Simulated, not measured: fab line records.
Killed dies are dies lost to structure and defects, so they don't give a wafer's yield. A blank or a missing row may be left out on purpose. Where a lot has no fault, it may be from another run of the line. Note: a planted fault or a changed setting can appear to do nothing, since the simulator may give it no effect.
Split-lot trial | flow gf180mcu | 5 lots, 23 wafers read, on a route of 602 steps

SPLIT DETAILS
At GF_V3_SPUTTER_22 (material TiN, target thk 10 nm, time 40 s), the setting power-w was moved away from the recipe's 4000 W on 9 of the 23 wafers read, by -10.0% to +10.9%. All remaining wafers had this setting at the recipe value.

Reading taken at the split's own step.

THE READING
TiN_of_V3_SPUTTER_22.thk-nm (the simulator's own value, which no gauge read), in nm, at GF_V3_SPUTTER_22 (material TiN, target thk 10 nm, time 40 s). The file gives no usual value for it. Average 10.073 nm, standard deviation 0.13 nm, over the 14 wafers here run with the recipe.

wafer  | tool, chamber at the split | power-w as run, W | against the recipe | TiN_of_V3_SPUTTER_22.thk-nm, nm | against lot-mates on the recipe
L077.1 | pvd-sputter-02, -          | 4000              | recipe             | 10.18                           | -
L077.2 | pvd-sputter-02, -          | 4000              | recipe             | 10.2                            | -
L077.4 | pvd-sputter-02, -          | 4436              | +10.9%             | 11.2                            | +1.067
L077.5 | pvd-sputter-02, -          | 4000              | recipe             | 10.02                           | -
L077.6 | pvd-sputter-02, -          | 4436              | +10.9%             | 11.22                           | +1.087
L079.1 | pvd-sputter-03, -          | 4000              | recipe             | 10.09                           | -
L079.2 | pvd-sputter-03, -          | 4000              | recipe             | 10.14                           | -
L079.3 | pvd-sputter-03, -          | 3600              | -10.0%             | 9.215                           | -0.895
L079.4 | pvd-sputter-03, -          | 4000              | recipe             | 10.1                            | -
L079.5 | pvd-sputter-03, -          | 3600              | -10.0%             | 9.063                           | -1.047
L080.2 | pvd-sputter-03, -          | 4000              | recipe             | 10.28                           | -
L080.3 | pvd-sputter-03, -          | 3680              | -8.0%              | 9.424                           | -0.846
L080.4 | pvd-sputter-03, -          | 3680              | -8.0%              | 9.466                           | -0.804
L080.5 | pvd-sputter-03, -          | 4000              | recipe             | 10.26                           | -
L080.6 | pvd-sputter-03, -          | 3680              | -8.0%              | 9.471                           | -0.799
L081.1 | pvd-sputter-01, -          | 4000              | recipe             | 9.924                           | -
L081.2 | pvd-sputter-01, -          | 4000              | recipe             | 9.981                           | -
L081.3 | pvd-sputter-01, -          | 4000              | recipe             | 9.956                           | -
L081.4 | pvd-sputter-01, -          | 3785              | -5.4%              | 9.266                           | -0.688
L081.5 | pvd-sputter-01, -          | 3785              | -5.4%              | 9.336                           | -0.618
L082.2 | pvd-sputter-02, -          | 4000              | recipe             | 10.15                           | -
L082.5 | pvd-sputter-02, -          | 4000              | recipe             | 9.918                           | -
L082.6 | pvd-sputter-02, -          | 4000              | recipe             | 9.818                           | -

FIT RESULTS
A straight line over all 23 wafers: TiN_of_V3_SPUTTER_22.thk-nm changes by +0.0974 nm for each +1% of power-w; r = +0.96; the points scatter about the line by 0.15 nm.
The same after taking each lot's own level away (the mean of its wafers on the recipe; 23 wafers): +0.101 nm for each +1%; r = +0.99; scatter 0.076 nm.
According to that fit, moving power-w by its largest amount changes the reading by 1.1 nm.
The span of the lots' own levels, 9.9537 to 10.2700 nm, comes to 2.4 times the standard deviation stated above.
Hence the lot-to-lot level has little effect on the slope; both slopes agree.
Check: for one of the wafers moved furthest among these (+10.9%), held out of the fit, the line's prediction against its lot-mates is +1.09 nm. Against them it came out at +1.07 nm.

THESE WAFERS: OTHER SPLITS
These wafers also went through other splits before the reading. Each is held against what the fit with the lots' levels taken away leaves over:
other split on the same wafers       | wafers away from the commonest value | r with TiN_of_V3_SPUTTER_22.thk-nm (lot level and that fit taken away)
GF_V2_SPUTTER_22 chamber-pressure-pa | 15                                   | +0.23
GF_V2_CVD_23 temp-c                  | 8                                    | +0.02
GF_M3_SPUTTER_04 time-s              | 8                                    | +0.11
GF_V3_CVD_02 time-s                  | 5                                    | +0.30
GF_V3_EXPOSE_11 dose-mj              | 10                                   | -0.22

FILE'S OWN FIT
TiN_of_V3_SPUTTER_22.thk-nm changes by +0.101 nm for each +1% of power-w, r = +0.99.
